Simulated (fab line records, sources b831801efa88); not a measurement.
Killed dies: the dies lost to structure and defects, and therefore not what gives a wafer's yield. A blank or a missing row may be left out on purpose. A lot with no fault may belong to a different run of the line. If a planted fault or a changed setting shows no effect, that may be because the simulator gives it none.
Struck lot and sound lot, side by side	flow sky130	20 steps out of a route of 708
Sound: wafers L755.2, L755.3, L755.6. Struck: wafer L767.6 (left out: L767.2, L767.4 of the same lot, which were not struck); the cause appears at the end.
At each step with rows: each side's tool, then ch and its chambers, then its first start. Under that, the readings that differ: sound wafers	struck wafers	difference of the means	sigmas: that difference in standard deviations of wafers without a fault.
alike: readings whose means differ by less than 2 such deviations, and words and numbers that are the same on both sides. not compared: withheld readings, readings that some wafer has no value for, bounds like >300 that may hide the same value, and numbers for which the record gives no deviation and whose values overlap.
A row with sigmas, a row that says differs or no value, or rows on one side alone: a step with any of these is where the two part. Numbers that have no deviation but don't overlap get no sigmas and don't part them. Lack of a reading on every wafer of one side parts them only where that side has two or more wafers.

first, 2 steps without rows for these wafers: SKY_VT_ADJUST_LVTN_PEB_16; SKY_VT_ADJUST_LVTN_DEVELOP_17 (develop time 60 s).
SKY_VT_ADJUST_LVTN_OVL_MEAS_18:
  sound on overlay-01 at day 7 22:41; struck on overlay-01 at day 11 07:48
reading	sound	struck	difference	sigmas
VT_ADJUST_LVTN_01_OVL (nm)	0.7 0.9 1.3	-2.3	-3.3	-2
then, 1 step without rows for these wafers: SKY_VT_ADJUST_LVTN_IMPLANT_19.
SKY_VT_ADJUST_LVTN_STRIP_20: strips in O2/N2.
  sound on plasmaAsher-02 ch 0,1, day 7 22:52; struck on plasmaAsher-02 ch 0, day 11 07:59
  alike: drypumpMotorCurrentA, n2FlowSccm, oesProductAu, stripTimeToEndpointS
  not compared: rfHoursCounterH
SKY_VT_ADJUST_LVTN_TW_MEAS_21:
  sound on filmMetro-03 at day 7 22:59; struck on filmMetro-01 at day 11 08:05
reading	sound	struck	difference	sigmas
VT_ADJUST_LVTN_2_TW	189.7 187.8 187.6	190.4	+2.0	+2
then, 6 steps without rows for these wafers: SKY_VT_ADJUST_NCORE_DEHYDRATE_00 (time 60 s); SKY_VT_ADJUST_NCORE_HMDS_01 (prime time 60 s); SKY_VT_ADJUST_NCORE_COAT_02 (resist thk 1140 nm); SKY_VT_ADJUST_NCORE_SOFTBAKE_03 (time 60 s); SKY_VT_ADJUST_NCORE_EXPOSE_04 (exposes mask LVTN COMPLEMENT THIN, target cd 380 nm); SKY_VT_ADJUST_NCORE_PEB_05.
SKY_VT_ADJUST_NCORE_DEVELOP_06: develop time 60 s.
  sound on lithoTrack-03 ch 0, day 8 17:46; struck on lithoTrack-02 ch 0, day 12 07:05
  alike: chillPlateTempC
SKY_VT_ADJUST_NCORE_CD_MEAS_07: target cd 380 nm.
  sound on cdSem-01 at day 8 17:55; struck on cdSem-02 at day 12 07:13
  not compared: cdNm
SKY_VT_ADJUST_NCORE_OVL_MEAS_08:
  sound on overlay-01 at day 8 18:01; struck on overlay-01 at day 12 07:20
  not compared: VT_ADJUST_NCORE_OVL
then, 1 step without rows for these wafers: SKY_VT_ADJUST_NCORE_IMPLANT_09.
SKY_VT_ADJUST_NCORE_STRIP_10: strips in O2/N2.
  sound on plasmaAsher-03 ch 0,1, day 8 18:12; struck on plasmaAsher-02 ch 1, day 12 07:31
reading	sound	struck	difference	sigmas
n2FlowSccm (sccm)	300.9 301.5 300.3	299.0	-1.9	-2
  alike: drypumpMotorCurrentA, oesProductAu, stripTimeToEndpointS
  not compared: rfHoursCounterH
SKY_VT_ADJUST_NCORE_TW_MEAS_11:
  sound on filmMetro-04 at day 8 18:19; struck on filmMetro-02 at day 12 07:37
reading	sound	struck	difference	sigmas
VT_ADJUST_NCORE_TW	219.0 220.0 219.7	29.7	-189.9	-90
then, 1 step without rows for these wafers: SKY_VT_ADJUST_HVTR_DEHYDRATE_00 (time 60 s).
-- record jumps: 37 days separate the struck wafers' starts on either side; left off in module VT_ADJUST_HVTR, taken up again in module PAD_OPEN, whose first shown step is the route's number 708 --
SKY_PAD_OPEN_PROBE_99:
  sound on prober-02 at day 45 20:56; struck on prober-01 at day 48 20:38
reading	sound	struck	difference	sigmas
killedAtFrontEnd	13 12 22	425	+409	+97
killedDies	79 76 85	492	+412	+46
killedOnRim	15 11 15	96	+82	+19
model.etest.pfet_16v.rOnOhmUm	1.512e+04 1.478e+04 1.491e+04	1.826e+04	+3.323e+03	
model.etest.nfet_16v.rOnOhmUm	1.381e+04 1.402e+04 1.39e+04	1.09e+04	-3.01e+03	
model.etest.pfetG5v0d10v5.rOnOhmUm	4606 4626 4634	6057	+1435	
model.etest.tipP.rsOhmSq	6810 6929 6896	7801	+923	
model.etest.pfet_01v8.rOnOhmUm	2860 2852 2801	3358	+520	
model.etest.resPwellUnderGate.rsOhmSq	2255 2265 2255	2615	+357	
model.etest.nfetG5v0d10v5.rOnOhmUm	1851 1903 1872	1576	-299	
model.etest.tip_p_5v.rsOhmSq	2825 2833 2836	3113	+282	
  alike: killed_at_M0_to_M3, killed_at_M4_up, killedAtContacts, killedAtOther, killedOpen, killedShort

## WHERE THEY PART
Earliest at SKY_VT_ADJUST_LVTN_OVL_MEAS_18; latest, in this record, at SKY_PAD_OPEN_PROBE_99.

WHY: the cause the simulator had injected
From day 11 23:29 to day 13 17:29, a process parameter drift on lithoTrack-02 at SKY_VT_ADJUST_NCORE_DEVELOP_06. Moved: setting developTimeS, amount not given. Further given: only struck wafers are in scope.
